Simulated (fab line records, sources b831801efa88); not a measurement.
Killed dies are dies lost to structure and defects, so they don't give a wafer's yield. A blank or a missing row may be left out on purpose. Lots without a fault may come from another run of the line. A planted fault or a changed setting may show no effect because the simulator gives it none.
Which tool did it? | flow sky130 | 24 lots, 72 wafers sampled, at 6 steps of a route of 708

WHAT THE GAUGES READ, wafer by wafer
SKY_CONTACT_CD_MEAS_14: target cd 170 nm. Usual: cd_nm 169.9 nm, standard deviation 1.6.
lot  | measured     | on        | cd_nm (nm)        | flag
L074 | day 31 13:26 | cd_sem-01 | 169.8 170.2 170.2 |
L075 | day 31 14:58 | cd_sem-01 | 171.4 172.7 173.0 |
L076 | day 31 16:46 | cd_sem-02 | 169.8 168.5 168.2 |
L077 | day 32 15:16 | cd_sem-01 | 168.9 167.6 165.6 |
L079 | day 33 06:03 | cd_sem-01 | 172.6 174.0 171.3 |
L078 | day 33 07:28 | cd_sem-02 | 167.1 167.5 167.2 |
L082 | day 35 20:12 | cd_sem-02 | 169.8 167.9 169.2 |
L084 | day 35 20:35 | cd_sem-01 | 170.2 172.3 171.1 |
L080 | day 35 21:12 | cd_sem-02 | 170.6 169.6 171.1 |
L081 | day 36 00:09 | cd_sem-01 | 169.5 170.1 169.5 |
L085 | day 36 00:32 | cd_sem-01 | 169.4 167.2 169.1 |
L087 | day 36 00:41 | cd_sem-02 | 171.4 170.8 171.7 |
L086 | day 36 01:45 | cd_sem-01 | 167.9 168.5 169.1 |
L083 | day 36 02:04 | cd_sem-02 | 169.9 171.1 170.1 |
L088 | day 36 02:25 | cd_sem-01 | 167.0 169.6 168.1 |
L089 | day 36 03:00 | cd_sem-01 | 169.4 170.8 170.5 |
L090 | day 36 17:25 | cd_sem-02 | 170.3 170.1 168.7 |
L091 | day 36 18:34 | cd_sem-02 | 169.0 169.9 169.4 |
L092 | day 36 22:47 | cd_sem-01 | 171.9 170.9 170.8 |
L093 | day 37 12:07 | cd_sem-02 | 171.0 170.2 170.5 |
L094 | day 37 12:47 | cd_sem-01 | 170.1 171.8 170.9 |
L095 | day 37 19:01 | cd_sem-02 | 170.3 171.3 170.2 |
L096 | day 39 09:12 | cd_sem-02 | 171.1 170.9 171.2 |
L097 | day 39 09:34 | cd_sem-01 | 169.2 167.7 168.2 |

SKY_VIA1_OVL_MEAS_13. Usual: VIA1_OVL -3 nm, standard deviation 5.
lot  | measured     | on         | VIA1_OVL (nm) | flag
L074 | day 33 21:14 | overlay-02 | -11 -7 -4     |
L075 | day 33 23:07 | overlay-01 | -3 0 -1       |
L076 | day 34 01:26 | overlay-01 | 3 4 -6        |
L077 | day 34 23:41 | overlay-02 | -2 -3 1       |
L079 | day 35 14:05 | overlay-01 | -2 -8 -11     |
L078 | day 35 15:34 | overlay-02 | 3 -2 -2       |
L082 | day 38 03:41 | overlay-01 | -2 -13 -4     |
L084 | day 38 05:04 | overlay-01 | -2 -7 -9      |
L080 | day 38 04:28 | overlay-02 | 8 2 7         |
L081 | day 38 07:53 | overlay-02 | 0 -1 10       |
L085 | day 38 08:14 | overlay-01 | -3 -4 0       |
L087 | day 38 08:35 | overlay-02 | 0 6 6         |
L086 | day 38 09:13 | overlay-01 | -12 -8 -5     |
L083 | day 38 08:55 | overlay-01 | -4 2 2        |
L088 | day 38 09:34 | overlay-02 | -8 -7 -10     |
L089 | day 38 10:02 | overlay-02 | -4 -3 -2      |
L090 | day 39 00:26 | overlay-01 | -12 -8 -11    |
L091 | day 39 01:56 | overlay-01 | -1 -6 -1      |
L092 | day 39 05:22 | overlay-01 | 6 1 4         |
L093 | day 39 18:04 | overlay-01 | -2 0 -2       |
L094 | day 39 19:26 | overlay-02 | 3 -1 -3       |
L095 | day 40 00:55 | overlay-01 | 2 -3 7        |
L096 | day 41 13:01 | overlay-02 | -3 1 0        |
L097 | day 41 13:26 | overlay-01 | -5 2 4        |

SKY_VIA2_THK_MEAS_23: measures by xrf. Usual: VIA2_W_THK 414 nm, standard deviation 8.4.
lot  | measured     | on            | VIA2_W_THK (nm) | flag
L074 | day 36 05:15 | film_metro-02 | 429 421 416     |
L075 | day 36 07:23 | film_metro-01 | 424 409 423     |
L076 | day 36 09:44 | film_metro-01 | 423 407 422     |
L077 | day 37 07:37 | film_metro-02 | 413 430 414     |
L079 | day 37 22:47 | film_metro-02 | 413 423 424     |
L078 | day 38 00:58 | film_metro-03 | 397 411 415     |
L082 | day 40 10:59 | film_metro-02 | 410 425 416     |
L084 | day 40 12:29 | film_metro-02 | 422 428 426     |
L080 | day 40 11:29 | film_metro-01 | 420 410 430     |
L081 | day 40 14:02 | film_metro-02 | 425 418 428     |
L085 | day 40 14:51 | film_metro-03 | 403 407 413     |
L087 | day 40 15:38 | film_metro-02 | 419 414 424     |
L086 | day 40 15:50 | film_metro-01 | 414 404 408     |
L083 | day 40 15:29 | film_metro-01 | 412 421 412     |
L088 | day 40 16:37 | film_metro-02 | 421 409 411     |
L089 | day 40 17:11 | film_metro-02 | 421 411 419     |
L090 | day 41 05:45 | film_metro-01 | 403 415 398     |
L091 | day 41 07:07 | film_metro-03 | 409 398 406     |
L092 | day 41 10:43 | film_metro-02 | 417 416 424     |
L093 | day 41 21:44 | film_metro-03 | 401 416 411     |
L094 | day 41 23:45 | film_metro-01 | 411 402 405     |
L095 | day 42 04:11 | film_metro-03 | 409 408 415     |
L096 | day 43 16:04 | film_metro-03 | 415 401 405     |
L097 | day 43 16:05 | film_metro-01 | 413 407 412     |

SKY_VIA4_OVL_MEAS_11. Usual: VIA4_OVL -0.4 nm, standard deviation 1.6.
lot  | measured     | on         | VIA4_OVL (nm)  | flag
L074 | day 42 16:04 | overlay-01 | -1.3 -0.8 0.1  |
L075 | day 42 20:33 | overlay-01 | 0.6 -0.9 0.2   |
L076 | day 42 21:22 | overlay-02 | -0.3 -0.4 0.8  |
L077 | day 43 17:53 | overlay-01 | 1.3 0.6 -1.0   |
L079 | day 44 04:01 | overlay-01 | -1.0 -0.3 2.2  |
L078 | day 44 08:01 | overlay-02 | 0.3 1.0 1.2    |
L082 | day 46 06:56 | overlay-02 | 0.6 -0.5 -0.6  |
L084 | day 46 09:22 | overlay-02 | 0.1 -0.5 0.1   |
L080 | day 46 08:16 | overlay-02 | 0.9 1.0 -1.4   |
L081 | day 46 11:52 | overlay-02 | -2.6 -4.4 -2.3 |
L085 | day 46 13:19 | overlay-01 | 0.9 0.8 0.3    |
L087 | day 46 14:21 | overlay-02 | 1.7 0.0 1.5    |
L086 | day 46 14:25 | overlay-01 | 1.6 3.3 0.1    |
L083 | day 46 13:41 | overlay-01 | 1.1 1.1 1.6    |
L088 | day 46 14:43 | overlay-01 | -2.3 -2.1 -2.6 |
L089 | day 46 15:26 | overlay-02 | -1.1 -0.7 -0.1 |
L090 | day 47 01:15 | overlay-01 | -2.4 0.4 0.6   |
L091 | day 47 01:46 | overlay-01 | -1.7 -2.7 -0.3 |
L092 | day 47 03:04 | overlay-02 | -0.3 -0.2 0.1  |
L093 | day 47 14:26 | overlay-02 | -1.5 0.0 -0.1  |
L094 | day 47 16:34 | overlay-02 | -2.6 -3.9 -4.5 |
L095 | day 47 20:01 | overlay-01 | -0.4 1.8 0.1   |
L096 | day 49 00:37 | overlay-01 | -0.1 -0.3 -0.6 |
L097 | day 49 01:43 | overlay-01 | -2.4 -2.0 -2.6 |

WHICH TOOL RAN EACH LOT (tool, then ch and the chambers of the sampled wafers, then the start)
lot  | SKY_VIA2_ETCH_14                   | SKY_METAL4_DESCUM_15
L074 | rie_diel-01 ch 0,2,3, day 36 04:10 | rie_metal-01 ch 0, day 41 15:38
L075 | rie_diel-04 ch 0,1,3, day 36 06:22 | rie_metal-03 ch 1, day 41 19:28
L076 | rie_diel-01 ch 2,3, day 36 08:40   | rie_metal-03 ch 1, day 41 20:19
L077 | rie_diel-01 ch 0,1, day 37 06:27   | rie_metal-02 ch 0,1, day 42 16:20
L079 | rie_diel-04 ch 0,1,2, day 37 21:46 | rie_metal-01 ch 0,1, day 43 03:38
L078 | rie_diel-04 ch 1,2,3, day 37 23:58 | rie_metal-01 ch 0,1, day 43 08:40
L082 | rie_diel-01 ch 0,1,2, day 40 09:55 | rie_metal-01 ch 0,1, day 45 09:22
L084 | rie_diel-03 ch 1,3, day 40 11:28   | rie_metal-03 ch 0,1, day 45 11:23
L080 | rie_diel-03 ch 0,2, day 40 10:25   | rie_metal-01 ch 0, day 45 10:24
L081 | rie_diel-03 ch 0,1,2, day 40 12:58 | rie_metal-01 ch 0,1, day 45 13:40
L085 | rie_diel-01 ch 0,3, day 40 13:49   | rie_metal-02 ch 1, day 45 14:02
L087 | rie_diel-03 ch 0,1,2, day 40 14:10 | rie_metal-02 ch 1, day 45 15:56
L086 | rie_diel-01 ch 0,1,2, day 40 14:49 | rie_metal-03 ch 0,1, day 45 16:16
L083 | rie_diel-04 ch 2,3, day 40 14:28   | rie_metal-01 ch 0,1, day 45 15:34
L088 | rie_diel-01 ch 1,2,3, day 40 15:37 | rie_metal-01 ch 0,1, day 45 16:34
L089 | rie_diel-03 ch 0,2,3, day 40 15:46 | rie_metal-02 ch 1, day 45 17:43
L090 | rie_diel-03 ch 0,2, day 41 04:40   | rie_metal-02 ch 1, day 46 03:52
L091 | rie_diel-01 ch 0,1,2, day 41 05:46 | rie_metal-01 ch 0,1, day 46 04:30
L092 | rie_diel-04 ch 2,3, day 41 09:40   | rie_metal-03 ch 0,1, day 46 05:16
L093 | rie_diel-03 ch 0,1,2, day 41 20:43 | rie_metal-03 ch 0,1, day 46 17:25
L094 | rie_diel-03 ch 0,1,2, day 41 22:43 | rie_metal-02 ch 1, day 46 18:26
L095 | rie_diel-04 ch 0,2, day 42 03:10   | rie_metal-01 ch 0,1, day 46 23:04
L096 | rie_diel-01 ch 1,2, day 43 14:55   | rie_metal-03 ch 0,1, day 48 04:07
L097 | rie_diel-04 ch 0,3, day 43 14:55   | rie_metal-03 ch 0,1, day 48 05:16
- SKY_VIA2_ETCH_14: etches BARC in N2/H2, stops on SiO2, time 45.9 s, target depth 60 nm.
- SKY_METAL4_DESCUM_15: chemistry O2, time 8 s.

WHAT THE TOOLS THEMSELVES READ (means of the sampled wafers that have a number; where no wafer has one, the mark that the record gives instead)
SKY_VIA2_ETCH_14. Usual: bias_w 100.0 W, standard deviation 0.31; chamber_pressure_mTorr 30.00 mTorr, standard deviation 0.031; drypump_motor_current_A 5.6 A, standard deviation 0.39; oes_product_au 0.854 a.u., standard deviation 0.0043; throttle_valve_pct 13.223 %, standard deviation 0.0081.
lot  | tool        | bias_w (W) | chamber_pressure_mTorr (mTorr) | drypump_motor_current_A (A) | oes_product_au (a.u.) | throttle_valve_pct (%) | flag
L074 | rie_diel-01 | 99.8       | 30.00                          | 5.6                         | 0.855                 | 13.224                 |
L075 | rie_diel-04 | 100.2      | 30.00                          | 5.3                         | 0.851                 | 13.231                 |
L076 | rie_diel-01 | 100.2      | 29.96                          | 5.6                         | 0.857                 | 13.221                 |
L077 | rie_diel-01 | 99.8       | 30.03                          | 5.6                         | 0.856                 | 13.219                 |
L079 | rie_diel-04 | 100.3      | 30.02                          | 5.6                         | 0.852                 | 13.229                 |
L078 | rie_diel-04 | 100.0      | 29.99                          | 5.8                         | 0.857                 | 13.228                 |
L082 | rie_diel-01 | 100.0      | 30.03                          | 5.7                         | 0.855                 | 13.228                 |
L084 | rie_diel-03 | 99.9       | 29.97                          | 5.8                         | 0.851                 | 13.221                 |
L080 | rie_diel-03 | 99.9       | 30.02                          | 5.7                         | 0.855                 | 13.226                 |
L081 | rie_diel-03 | 100.1      | 30.00                          | 5.6                         | 0.858                 | 13.225                 |
L085 | rie_diel-01 | 99.9       | 30.00                          | 5.4                         | 0.858                 | 13.225                 |
L087 | rie_diel-03 | 100.2      | 29.96                          | 5.6                         | 0.858                 | 13.215                 |
L086 | rie_diel-01 | 100.0      | 30.00                          | 5.7                         | 0.853                 | 13.219                 |
L083 | rie_diel-04 | 100.3      | 30.02                          | 5.7                         | 0.856                 | 13.221                 |
L088 | rie_diel-01 | 100.0      | 30.00                          | 5.6                         | 0.854                 | 13.218                 |
L089 | rie_diel-03 | 99.9       | 30.00                          | 5.9                         | 0.845                 | 13.227                 |
L090 | rie_diel-03 | 100.3      | 29.99                          | 5.8                         | 0.856                 | 13.229                 |
L091 | rie_diel-01 | 100.1      | 30.00                          | 5.7                         | 0.853                 | 13.220                 |
L092 | rie_diel-04 | 99.5       | 30.01                          | 6.0                         | 0.852                 | 13.224                 |
L093 | rie_diel-03 | 100.4      | 30.03                          | 5.5                         | 0.855                 | 13.225                 |
L094 | rie_diel-03 | 99.9       | 30.01                          | 5.5                         | 0.855                 | 13.226                 |
L095 | rie_diel-04 | 99.7       | 29.98                          | 5.9                         | 0.856                 | 13.223                 |
L096 | rie_diel-01 | 99.9       | 30.00                          | 5.7                         | 0.851                 | 13.219                 |
L097 | rie_diel-04 | 100.1      | 29.97                          | 5.0                         | 0.853                 | 13.215                 |

SKY_METAL4_DESCUM_15. Usual: chamber_pressure_mTorr 9.999 mTorr, standard deviation 0.0099; drypump_motor_current_A 6.0 A, standard deviation 0.71; he_backside_leak_sccm 3.4 sccm, standard deviation 0.43; oes_product_au 0.997 a.u., standard deviation 0.012.
lot  | tool         | chamber_pressure_mTorr (mTorr) | drypump_motor_current_A (A) | he_backside_leak_sccm (sccm) | oes_product_au (a.u.) | flag
L074 | rie_metal-01 | 10.000                         | 6.8                         | 3.5                          | 0.998                 |
L075 | rie_metal-03 | 9.991                          | 6.0                         | 3.1                          | 1.015                 |
L076 | rie_metal-03 | 10.002                         | 6.0                         | 3.3                          | 1.012                 |
L077 | rie_metal-02 | 10.005                         | 5.8                         | 3.5                          | 0.972                 |
L079 | rie_metal-01 | 9.999                          | 6.1                         | 3.4                          | 0.986                 |
L078 | rie_metal-01 | 10.013                         | 5.5                         | 3.2                          | 0.993                 |
L082 | rie_metal-01 | 10.002                         | 6.1                         | 3.5                          | 0.992                 |
L084 | rie_metal-03 | 9.990                          | 6.0                         | 3.1                          | 1.014                 |
L080 | rie_metal-01 | 9.995                          | 6.8                         | 3.6                          | 0.995                 |
L081 | rie_metal-01 | 9.995                          | 6.1                         | 3.5                          | 0.994                 |
L085 | rie_metal-02 | 9.990                          | 6.5                         | 3.3                          | 1.000                 |
L087 | rie_metal-02 | 9.998                          | 6.5                         | 3.4                          | 0.991                 |
L086 | rie_metal-03 | 9.996                          | 6.0                         | 3.0                          | 1.007                 |
L083 | rie_metal-01 | 10.001                         | 5.5                         | 3.4                          | 0.992                 |
L088 | rie_metal-01 | 10.004                         | 5.5                         | 3.4                          | 0.992                 |
L089 | rie_metal-02 | 9.996                          | 6.5                         | 3.3                          | 0.997                 |
L090 | rie_metal-02 | 9.991                          | 6.5                         | 3.4                          | 0.998                 |
L091 | rie_metal-01 | 10.005                         | 5.4                         | 3.4                          | 0.990                 |
L092 | rie_metal-03 | 9.997                          | 6.0                         | 3.0                          | 1.003                 |
L093 | rie_metal-03 | 9.998                          | 6.0                         | 3.1                          | 1.012                 |
L094 | rie_metal-02 | 9.992                          | 6.5                         | 3.5                          | 1.004                 |
L095 | rie_metal-01 | 9.999                          | 6.1                         | 3.5                          | 0.987                 |
L096 | rie_metal-03 | 10.000                         | 6.0                         | 3.8                          | 1.003                 |
L097 | rie_metal-03 | 9.991                          | 6.1                         | 3.3                          | 1.002                 |

THE ANSWER, worked out from the rows above alone
Rule: a lot is off if the mean of its wafers that have a number lies more than 3 standard deviations from the usual mean. A lot without any number at a reading at which 4 lots or more have one is off too. The other lots that the step has rows for count as sound. The gauges are gone through in route order, then the tools' own readings, and for those a lot's mean is taken as printed above. The first step at which some lot is off is used, and at that step the reading that is off furthest; a lot without a number counts as furthest.
No lot is off at any reading shown: from this, nothing can be told.

WHAT THE SIMULATOR HAD PUT IN
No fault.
